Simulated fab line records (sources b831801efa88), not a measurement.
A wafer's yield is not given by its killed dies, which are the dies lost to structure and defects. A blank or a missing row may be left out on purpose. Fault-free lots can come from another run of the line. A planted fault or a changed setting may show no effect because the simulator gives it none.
Which tool was responsible? || flow sky130 || 13 lots with 39 wafers sampled at 6 steps, on a route of 708 steps

== WHAT EACH GAUGE READ, for each wafer ==
SKY_NWELL_TW_MEAS_15. Usual: NWELL_TW gives 1818 (standard deviation 24).
{"lot": "L709", "measured": "day 4 22:12", "on": "film metro-02", "NWELL_TW": "1814 1798 1802", "flag": ""}
{"lot": "L712", "measured": "day 5 15:44", "on": "film metro-03", "NWELL_TW": "1847 1841 1846", "flag": ""}
{"lot": "L713", "measured": "day 5 19:05", "on": "film metro-03", "NWELL_TW": "1842 1849 1843", "flag": ""}
{"lot": "L715", "measured": "day 6 07:12", "on": "film metro-01", "NWELL_TW": "1796 1786 1792", "flag": ""}
{"lot": "L716", "measured": "day 6 11:58", "on": "film metro-03", "NWELL_TW": "1850 1854 1850", "flag": ""}
{"lot": "L717", "measured": "day 6 23:26", "on": "film metro-03", "NWELL_TW": "1852 1843 1851", "flag": ""}
{"lot": "L718", "measured": "day 6 23:30", "on": "film metro-02", "NWELL_TW": "1810 1808 1798", "flag": ""}
{"lot": "L719", "measured": "day 7 05:10", "on": "film metro-02", "NWELL_TW": "1817 1811 1813", "flag": ""}
{"lot": "L720", "measured": "day 7 10:21", "on": "film metro-01", "NWELL_TW": "1806 1806 1795", "flag": ""}
{"lot": "L727", "measured": "day 9 04:16", "on": "film metro-02", "NWELL_TW": "1818 1816 1830", "flag": ""}
{"lot": "L729", "measured": "day 9 17:25", "on": "film metro-02", "NWELL_TW": "1813 1811 1802", "flag": ""}
{"lot": "L730", "measured": "day 9 22:11", "on": "film metro-02", "NWELL_TW": "1812 1810 1815", "flag": ""}
{"lot": "L731", "measured": "day 10 02:08", "on": "film metro-01", "NWELL_TW": "1797 1789 1788", "flag": ""}

SKY_LDD_N_OVL_MEAS_07. Usual: LDD_N_OVL gives 0.9 nm (standard deviation 1.3).
{"lot": "L709", "measured": "day 18 02:50", "on": "overlay-02", "LDD_N_OVL (nm)": "1.3 -0.1 -1.6", "flag": ""}
{"lot": "L712", "measured": "day 19 06:57", "on": "overlay-02", "LDD_N_OVL (nm)": "0.2 -0.2 -0.8", "flag": ""}
{"lot": "L713", "measured": "day 19 13:51", "on": "overlay-01", "LDD_N_OVL (nm)": "-1.4 -0.1 -0.7", "flag": ""}
{"lot": "L715", "measured": "day 20 13:55", "on": "overlay-01", "LDD_N_OVL (nm)": "1.5 -0.1 1.3", "flag": ""}
{"lot": "L716", "measured": "day 20 22:10", "on": "overlay-01", "LDD_N_OVL (nm)": "0.1 0.6 0.0", "flag": ""}
{"lot": "L717", "measured": "day 21 11:56", "on": "overlay-02", "LDD_N_OVL (nm)": "-0.9 1.1 -1.7", "flag": ""}
{"lot": "L718", "measured": "day 21 12:51", "on": "overlay-01", "LDD_N_OVL (nm)": "1.1 2.3 1.2", "flag": ""}
{"lot": "L719", "measured": "day 22 01:20", "on": "overlay-01", "LDD_N_OVL (nm)": "- - -", "flag": "OFF"}
{"lot": "L720", "measured": "day 22 03:43", "on": "overlay-01", "LDD_N_OVL (nm)": "2.5 2.1 0.6", "flag": ""}
{"lot": "L727", "measured": "day 24 15:41", "on": "overlay-02", "LDD_N_OVL (nm)": "2.7 2.1 2.0", "flag": ""}
{"lot": "L729", "measured": "day 25 09:05", "on": "overlay-02", "LDD_N_OVL (nm)": "0.2 -0.5 -0.2", "flag": ""}
{"lot": "L730", "measured": "day 25 14:47", "on": "overlay-01", "LDD_N_OVL (nm)": "1.3 0.2 0.4", "flag": ""}
{"lot": "L731", "measured": "day 25 19:34", "on": "overlay-02", "LDD_N_OVL (nm)": "-0.4 -1.6 -0.2", "flag": ""}

SKY_LDD_N_TW_MEAS_17. Usual: LDD_N_TW gives 2594 (standard deviation 43).
{"lot": "L709", "measured": "day 18 04:11", "on": "film metro-04", "LDD_N_TW": "2571 2577 2573", "flag": ""}
{"lot": "L712", "measured": "day 19 08:18", "on": "film metro-01", "LDD_N_TW": "2569 2564 2565", "flag": ""}
{"lot": "L713", "measured": "day 19 15:11", "on": "film metro-04", "LDD_N_TW": "2553 2551 2548", "flag": ""}
{"lot": "L715", "measured": "day 20 15:16", "on": "film metro-01", "LDD_N_TW": "2545 2549 2544", "flag": ""}
{"lot": "L716", "measured": "day 20 23:30", "on": "film metro-03", "LDD_N_TW": "2665 2635 2643", "flag": ""}
{"lot": "L717", "measured": "day 21 13:16", "on": "film metro-03", "LDD_N_TW": "2645 2643 2642", "flag": ""}
{"lot": "L718", "measured": "day 21 14:12", "on": "film metro-01", "LDD_N_TW": "2548 2559 2552", "flag": ""}
{"lot": "L719", "measured": "day 22 02:40", "on": "film metro-01", "LDD_N_TW": "30 30 30", "flag": "OFF"}
{"lot": "L720", "measured": "day 22 05:04", "on": "film metro-03", "LDD_N_TW": "2636 2645 2635", "flag": ""}
{"lot": "L727", "measured": "day 24 17:02", "on": "film metro-01", "LDD_N_TW": "2556 2570 2564", "flag": ""}
{"lot": "L729", "measured": "day 25 10:25", "on": "film metro-03", "LDD_N_TW": "2644 2651 2659", "flag": ""}
{"lot": "L730", "measured": "day 25 16:08", "on": "film metro-04", "LDD_N_TW": "2563 2544 2565", "flag": ""}
{"lot": "L731", "measured": "day 25 20:54", "on": "film metro-04", "LDD_N_TW": "2549 2538 2560", "flag": ""}

SKY_LDD_P_TW_MEAS_11. Usual: LDD_P_TW gives 643 (standard deviation 10).
{"lot": "L709", "measured": "day 19 11:10", "on": "film metro-03", "LDD_P_TW": "652 653 653", "flag": ""}
{"lot": "L712", "measured": "day 20 16:10", "on": "film metro-01", "LDD_P_TW": "631 630 629", "flag": ""}
{"lot": "L713", "measured": "day 20 22:53", "on": "film metro-02", "LDD_P_TW": "641 635 638", "flag": ""}
{"lot": "L715", "measured": "day 21 22:28", "on": "film metro-02", "LDD_P_TW": "640 640 641", "flag": ""}
{"lot": "L716", "measured": "day 22 06:29", "on": "film metro-01", "LDD_P_TW": "633 633 634", "flag": ""}
{"lot": "L717", "measured": "day 22 19:46", "on": "film metro-01", "LDD_P_TW": "635 633 638", "flag": ""}
{"lot": "L718", "measured": "day 22 21:08", "on": "film metro-01", "LDD_P_TW": "632 634 634", "flag": ""}
{"lot": "L719", "measured": "day 23 09:02", "on": "film metro-02", "LDD_P_TW": "2588 2596 2591", "flag": "OFF"}
{"lot": "L720", "measured": "day 23 11:28", "on": "film metro-02", "LDD_P_TW": "640 644 646", "flag": ""}
{"lot": "L727", "measured": "day 25 22:50", "on": "film metro-03", "LDD_P_TW": "655 656 657", "flag": ""}
{"lot": "L729", "measured": "day 26 16:36", "on": "film metro-01", "LDD_P_TW": "626 624 628", "flag": ""}
{"lot": "L730", "measured": "day 26 21:43", "on": "film metro-03", "LDD_P_TW": "658 654 655", "flag": ""}
{"lot": "L731", "measured": "day 27 02:20", "on": "film metro-03", "LDD_P_TW": "660 659 653", "flag": ""}

SKY_SD_P_CD_MEAS_07: the cd target is 380 nm. Usual: 380.3 nm for cd nm, sd 2.3.
{"lot": "L709", "measured": "day 25 21:13", "on": "cd sem-02", "cd nm (nm)": "381.1 380.0 379.0", "flag": ""}
{"lot": "L712", "measured": "day 27 02:12", "on": "cd sem-01", "cd nm (nm)": "381.8 383.2 382.7", "flag": ""}
{"lot": "L713", "measured": "day 27 06:04", "on": "cd sem-01", "cd nm (nm)": "380.0 381.1 381.9", "flag": ""}
{"lot": "L715", "measured": "day 28 05:36", "on": "cd sem-01", "cd nm (nm)": "379.6 378.9 383.3", "flag": ""}
{"lot": "L716", "measured": "day 28 12:52", "on": "cd sem-01", "cd nm (nm)": "383.7 383.4 385.8", "flag": ""}
{"lot": "L717", "measured": "day 29 02:05", "on": "cd sem-01", "cd nm (nm)": "382.7 385.3 383.5", "flag": ""}
{"lot": "L718", "measured": "day 29 02:28", "on": "cd sem-01", "cd nm (nm)": "379.1 379.2 379.7", "flag": ""}
{"lot": "L719", "measured": "day 29 13:37", "on": "cd sem-01", "cd nm (nm)": "381.8 382.4 381.4", "flag": ""}
{"lot": "L720", "measured": "day 29 15:47", "on": "cd sem-01", "cd nm (nm)": "383.6 381.3 380.6", "flag": ""}
{"lot": "L727", "measured": "day 32 00:00", "on": "cd sem-01", "cd nm (nm)": "376.9 375.4 376.5", "flag": ""}
{"lot": "L729", "measured": "day 32 13:45", "on": "cd sem-01", "cd nm (nm)": "376.0 378.0 379.9", "flag": ""}
{"lot": "L730", "measured": "day 32 20:09", "on": "cd sem-02", "cd nm (nm)": "379.7 381.0 381.6", "flag": ""}
{"lot": "L731", "measured": "day 32 22:51", "on": "cd sem-02", "cd nm (nm)": "385.0 381.2 383.3", "flag": ""}

== WHICH TOOL RAN EACH LOT (tool, then ch and the chambers of the sampled wafers, then the start) ==
{"lot": "L709", "SKY_LDD_N_EXPOSE_04": "iline stepper-01 ch 0, day 17 12:16"}
{"lot": "L712", "SKY_LDD_N_EXPOSE_04": "iline stepper-01 ch 0, day 18 15:44"}
{"lot": "L713", "SKY_LDD_N_EXPOSE_04": "iline stepper-02 ch 0, day 18 22:47"}
{"lot": "L715", "SKY_LDD_N_EXPOSE_04": "iline stepper-02 ch 0, day 19 22:03"}
{"lot": "L716", "SKY_LDD_N_EXPOSE_04": "iline stepper-01 ch 0, day 20 07:09"}
{"lot": "L717", "SKY_LDD_N_EXPOSE_04": "iline stepper-01 ch 0, day 20 20:16"}
{"lot": "L718", "SKY_LDD_N_EXPOSE_04": "iline stepper-02 ch 0, day 20 21:42"}
{"lot": "L719", "SKY_LDD_N_EXPOSE_04": "iline stepper-02 ch 0, day 21 10:36"}
{"lot": "L720", "SKY_LDD_N_EXPOSE_04": "iline stepper-01 ch 0, day 21 13:17"}
{"lot": "L727", "SKY_LDD_N_EXPOSE_04": "iline stepper-01 ch 0, day 24 01:29"}
{"lot": "L729", "SKY_LDD_N_EXPOSE_04": "iline stepper-02 ch 0, day 24 18:27"}
{"lot": "L730", "SKY_LDD_N_EXPOSE_04": "iline stepper-02 ch 0, day 25 00:01"}
{"lot": "L731", "SKY_LDD_N_EXPOSE_04": "iline stepper-02 ch 0, day 25 04:28"}
- SKY_LDD_N_EXPOSE_04: exposes mask NTM, target cd 840 nm.

== WHAT THE TOOLS THEMSELVES READ (means of the sampled wafers that have a number; where no wafer has one, the mark that the record gives instead) ==
SKY_LDD_N_EXPOSE_04. Usual: 109.99 for exposure dose mJ cm2, sd 0.092.
{"lot": "L709", "tool": "iline stepper-01", "exposure dose mJ cm2": 110.10, "flag": ""}
{"lot": "L712", "tool": "iline stepper-01", "exposure dose mJ cm2": 109.92, "flag": ""}
{"lot": "L713", "tool": "iline stepper-02", "exposure dose mJ cm2": 109.96, "flag": ""}
{"lot": "L715", "tool": "iline stepper-02", "exposure dose mJ cm2": 110.09, "flag": ""}
{"lot": "L716", "tool": "iline stepper-01", "exposure dose mJ cm2": 109.93, "flag": ""}
{"lot": "L717", "tool": "iline stepper-01", "exposure dose mJ cm2": 110.04, "flag": ""}
{"lot": "L718", "tool": "iline stepper-02", "exposure dose mJ cm2": 109.96, "flag": ""}
{"lot": "L719", "tool": "iline stepper-02", "exposure dose mJ cm2": 110.01, "flag": ""}
{"lot": "L720", "tool": "iline stepper-01", "exposure dose mJ cm2": 109.90, "flag": ""}
{"lot": "L727", "tool": "iline stepper-01", "exposure dose mJ cm2": 109.92, "flag": ""}
{"lot": "L729", "tool": "iline stepper-02", "exposure dose mJ cm2": 110.06, "flag": ""}
{"lot": "L730", "tool": "iline stepper-02", "exposure dose mJ cm2": 109.94, "flag": ""}
{"lot": "L731", "tool": "iline stepper-02", "exposure dose mJ cm2": 109.88, "flag": ""}

== THE ANSWER, worked out from the rows above alone ==
Rule: take the mean of a lot's wafers that have a number; if it is more than 3 standard deviations from the usual mean, the lot is off. A lot without any number at a reading at which 4 lots or more have one is off too. The other lots that the step has rows for count as sound. First the gauges in route order, then the tools' own readings, where a lot's mean is used as printed above. The first step at which some lot is off is used, and at that step the reading that is off furthest; a lot without a number counts as furthest.
Off: L719, at SKY_LDD_N_OVL_MEAS_07 (LDD_N_OVL). Without a number there: L719.
A tool fits if, at a process step before that reading, it ran every lot that is off, and no sound lot after the first of them. Not tried: the gauges at SKY_LDD_N_OVL_MEAS_07; whatever is off there is also off at SKY_LDD_N_TW_MEAS_17, on other tools, and gauge error can't account for it. Not one of the candidates tried fits.

== WHAT WAS PUT IN BY THE SIMULATOR ==
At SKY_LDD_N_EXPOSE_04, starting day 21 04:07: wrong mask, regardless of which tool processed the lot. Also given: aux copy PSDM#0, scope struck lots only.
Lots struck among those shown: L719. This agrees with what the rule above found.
